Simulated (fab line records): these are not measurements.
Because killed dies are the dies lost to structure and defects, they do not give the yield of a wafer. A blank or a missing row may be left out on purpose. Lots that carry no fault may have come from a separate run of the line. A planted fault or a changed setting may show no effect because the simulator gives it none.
Matching of chambers + flow gf180mcu + rieDiel-04 running GF_V2_ETCH_16: 4 sister chambers
The step etches BARC in N2/H2. 16 wafers are shown with their chamber, then 8 later ones without.

## WAFERS PAIRED WITH THEIR CHAMBERS
| wafer  | chamber | drypumpMotorCurrentA (A) | rfFwdPowerW (W) | throttleValvePct (%) |
|--------|---------|--------------------------|-----------------|----------------------|
| L074.2 | 1       | 6.51                     | 497.3           | 13.232               |
| L074.5 | 2       | 5.56                     | 498.1           | 13.231               |
| L074.6 | 1       | 6.51                     | 496.0           | 13.233               |
| L077.1 | 3       | 5.78                     | 491.8           | 13.224               |
| L077.2 | 1       | 6.54                     | 498.8           | 13.229               |
| L077.3 | 2       | 5.56                     | 498.2           | 13.234               |
| L081.2 | 1       | 6.52                     | 494.9           | 13.229               |
| L081.3 | 3       | 5.75                     | 493.9           | 13.229               |
| L081.4 | 2       | 5.55                     | 495.7           | 13.239               |
| L088.3 | 1       | 6.51                     | 496.9           | 13.223               |
| L088.5 | 1       | 6.54                     | 496.7           | 13.244               |
| L088.6 | 2       | 5.58                     | 496.9           | 13.226               |
| L091.1 | 0       | 5.63                     | 497.3           | 13.216               |
| L091.3 | 1       | 6.53                     | 497.5           | 13.207               |
| L091.6 | 3       | 5.82                     | 495.2           | 13.228               |
| L092.3 | 1       | 6.51                     | 497.8           | 13.216               |

SIGNATURES, as means of the wafers listed above
| reading              | chamber 0 | chamber 1 | chamber 2 | chamber 3 | scatter within a chamber |
|----------------------|-----------|-----------|-----------|-----------|--------------------------|
| drypumpMotorCurrentA | 5.6300    | 6.5213    | 5.5625    | 5.7833    | 0.0188                   |
| rfFwdPowerW          | 497.300   | 496.988   | 497.225   | 493.633   | 1.28                     |
| throttleValvePct     | 13.21600  | 13.22663  | 13.23250  | 13.22700  | 0.00911                  |
Rule: a wafer lies at a distance from a chamber equal to the root of the sum of squares, over the readings, of (its reading less the chamber's mean, divided by the reading's scatter). If the next closest chamber is less than 2 further off than the closest, the wafer can't be placed; otherwise it belongs to the closest. How the scatter is found: for the shown wafers, subtract from each reading the mean of its chamber, square and add these, divide the total by (wafers less chambers), then take the root.

## WAFERS MISSING THEIR CHAMBER
| wafer  | drypumpMotorCurrentA (A) | rfFwdPowerW (W) | throttleValvePct (%) |
|--------|--------------------------|-----------------|----------------------|
| L092.5 | 6.53                     | 495.9           | 13.217               |
| L092.6 | 5.60                     | 495.5           | 13.222               |
| L095.1 | 5.57                     | 496.9           | 13.220               |
| L095.3 | 6.54                     | 497.5           | 13.223               |
| L095.5 | 6.52                     | 498.2           | 13.233               |
| L097.3 | 5.82                     | 495.1           | 13.237               |
| L097.5 | 5.80                     | 496.5           | 13.230               |
| L097.6 | 5.56                     | 498.6           | 13.231               |

## CHAMBER TAKEN BY EACH
| wafer  | from the rows above     | in truth |
|--------|-------------------------|----------|
| L092.5 | 1                       | 1        |
| L092.6 | can't be placed: 0 or 2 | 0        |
| L095.1 | can't be placed: 2 or 0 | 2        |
| L095.3 | 1                       | 1        |
| L095.5 | 1                       | 1        |
| L097.3 | 3                       | 3        |
| L097.5 | 3                       | 3        |
| L097.6 | 2                       | 2        |
Correctly placed: 6 of 8. These rows do not allow placing 2 (true chamber among the candidates in 2). 0 placed wrongly.
